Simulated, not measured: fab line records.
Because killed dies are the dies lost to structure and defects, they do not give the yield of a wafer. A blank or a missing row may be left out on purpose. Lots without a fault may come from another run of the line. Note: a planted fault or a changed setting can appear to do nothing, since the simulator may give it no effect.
Chamber matching :: flow sky130 :: rie-diel-03 running SKY_VIA2_ETCH_14: 4 sister chambers
The step etches BARC in N2/H2, stops on SiO2, time 45.9 s, target depth 60 nm. 4 wafers are shown with their chamber, then 11 later ones without.

## WAFERS WITH THEIR CHAMBER
wafer: L088.2
chamber: 1
drypump-motor-current-A (A): 5.5

wafer: L088.3
chamber: 2
drypump-motor-current-A (A): 6.2

wafer: L089.5
chamber: 0
drypump-motor-current-A (A): 6.4

wafer: L093.4
chamber: 3
drypump-motor-current-A (A): 6.0

## WAFERS WITHOUT THEIR CHAMBER
wafer: L093.5
drypump-motor-current-A (A): 5.5

wafer: L093.6
drypump-motor-current-A (A): 6.3

wafer: L092.2
drypump-motor-current-A (A): 5.5

wafer: L092.4
drypump-motor-current-A (A): 6.0

wafer: L092.5
drypump-motor-current-A (A): 6.3

wafer: L096.2
drypump-motor-current-A (A): 6.3

wafer: L096.3
drypump-motor-current-A (A): 5.5

wafer: L096.6
drypump-motor-current-A (A): 6.3

wafer: L097.4
drypump-motor-current-A (A): 6.3

wafer: L097.5
drypump-motor-current-A (A): 5.5

wafer: L097.6
drypump-motor-current-A (A): 6.2

## EACH ONE'S CHAMBER
wafer: L093.5
from the rows above: 1
in truth: 1

wafer: L093.6
from the rows above: can't be placed: 2 or 0
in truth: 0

wafer: L092.2
from the rows above: 1
in truth: 1

wafer: L092.4
from the rows above: 3
in truth: 3

wafer: L092.5
from the rows above: can't be placed: 2 or 0
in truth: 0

wafer: L096.2
from the rows above: can't be placed: 2 or 0
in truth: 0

wafer: L096.3
from the rows above: 1
in truth: 1

wafer: L096.6
from the rows above: can't be placed: 2 or 0
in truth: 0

wafer: L097.4
from the rows above: can't be placed: 2 or 0
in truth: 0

wafer: L097.5
from the rows above: 1
in truth: 1

wafer: L097.6
from the rows above: 2
in truth: 2
Placed correctly: 6 of 11. These rows do not allow placing 5 (true chamber among the candidates in 5). Wrongly placed: 0.
How it was worked out, from the rows above alone: a wafer's distance from a chamber is the root of the sum, over the readings, of the square of ((its reading less the chamber's mean) divided by the reading's scatter). If the next closest chamber is less than 2 further off than the closest, the wafer can't be placed; otherwise it belongs to the closest. The mean given for a chamber averages the wafers shown for that chamber. The scatter: root of mean squared gap, hidden wafer to nearest shown wafer, with one shown wafer a chamber.
